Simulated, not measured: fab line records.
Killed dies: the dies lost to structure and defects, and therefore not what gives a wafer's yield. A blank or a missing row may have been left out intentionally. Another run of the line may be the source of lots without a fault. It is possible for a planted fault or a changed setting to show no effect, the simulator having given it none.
Comparing a struck lot with a sound one :: flow sfqLine :: 14 out of 325 route steps
Sound: the wafers L310.4, L310.5, L310.6. Struck: wafers L328.2, L328.3, L328.4. The cause is given at the end.
For every step that has rows: the tool of each side, followed by ch and its chambers, followed by its first start. Under that, the readings that differ: sound wafers :: struck wafers :: difference of the means :: sigmas: that difference in standard deviations of wafers without a fault.
alike: same words and numbers on both sides, and readings whose means sit less than 2 such deviations apart. not compared: any withheld reading, any reading some wafer has no value for, any bound like >300 that may hide the same value, and any number with overlapping values for which the record gives no deviation.
A row with sigmas, a row that says differs or no value, or rows on one side alone: a step with any of these is where the two part. Numbers that have no deviation but don't overlap get no sigmas and don't part them. A reading missing from all wafers of one side parts the sides only when that side holds two or more wafers.

first, 1 step without rows for these wafers: SFQ_TRILAYER_JJ_ANODIZE_ANODIZE_119.
SFQ_TRILAYER_JJ_CE_STRIP_STRIP_120: strips in O2.
  sound on rieMetal-04 ch 0,1, day 53 07:55; struck on rieMetal-02 ch 0, day 61 08:54
reading: drypumpMotorCurrentA (A)
sound: 5.0 5.3 5.0
struck: 6.4 6.4 6.5
difference: +1.3
sigmas: +2
  alike: oesProductAu, platenTempC
  not compared: rfHoursCounterH
then, 7 steps without rows for these wafers: SFQ_TRILAYER_JJ_CE_STRIP_SOLV_CLEAN_121 (cleans in NMP, time 600 s); SFQ_TRILAYER_M5_LITHO_COAT_128 (resist thk 62 nm); SFQ_TRILAYER_M5_LITHO_COAT_123 (resist thk 600 nm); SFQ_TRILAYER_M5_LITHO_SOFTBAKE_127; SFQ_TRILAYER_M5_LITHO_EXPOSE_124 (exposes mask M5, target cd 700 nm); SFQ_TRILAYER_M5_LITHO_PEB_126 (peb time 60 s); SFQ_TRILAYER_M5_LITHO_DEVELOP_125 (time 60 s).
-- the record jumps here: 4 days lie between the struck wafers' starts before and after --
SFQ_M5_OVL_MEAS_932:
  sound: overlay-02 at day 58 14:59; struck: overlay-01 at day 65 01:46
  alike: M5_OVL
SFQ_TRILAYER_M5_BARC_OPEN_METAL_ETCH_161: etches BARC in O2, target depth 125 nm, time 41.7 s.
  sound on rieMetal-01 ch 0,1, day 58 15:01; struck on rieMetal-03 ch 0,1, day 65 01:48
  alike: drypumpMotorCurrentA, oesProductAu
  not compared: rfHoursCounterH
SFQ_TRILAYER_M5_ETCH_METAL_ETCH_126: etches Nb in Cl2/BCl3, stops on SiO2, time 203.2 s, target depth 265 nm.
  sound on rieMetal-01 ch 0,1, day 58 15:08; struck on rieMetal-03 ch 0,1, day 65 01:52
  alike: drypumpMotorCurrentA, oesProductAu
  not compared: rfHoursCounterH
SFQ_TRILAYER_M5_STRIP_STRIP_127: strips in O2.
  sound on rieMetal-01 ch 0,1, day 58 15:28; struck on rieMetal-03 ch 0,1, day 65 02:04
reading: platenTempC (C)
sound: 40.11 40.16 39.82
struck: 40.62 40.87 40.74
difference: +0.71
sigmas: +6
  alike: drypumpMotorCurrentA, oesProductAu
  not compared: rfHoursCounterH
then, 1 step without rows for these wafers: SFQ_TRILAYER_M5_STRIP_SOLV_CLEAN_128 (cleans in NMP, time 600 s).

## WHERE THEY PART
At SFQ_TRILAYER_JJ_CE_STRIP_STRIP_120 first; at SFQ_TRILAYER_M5_STRIP_STRIP_127 last (within this record only).

WHY: the cause the simulator had injected
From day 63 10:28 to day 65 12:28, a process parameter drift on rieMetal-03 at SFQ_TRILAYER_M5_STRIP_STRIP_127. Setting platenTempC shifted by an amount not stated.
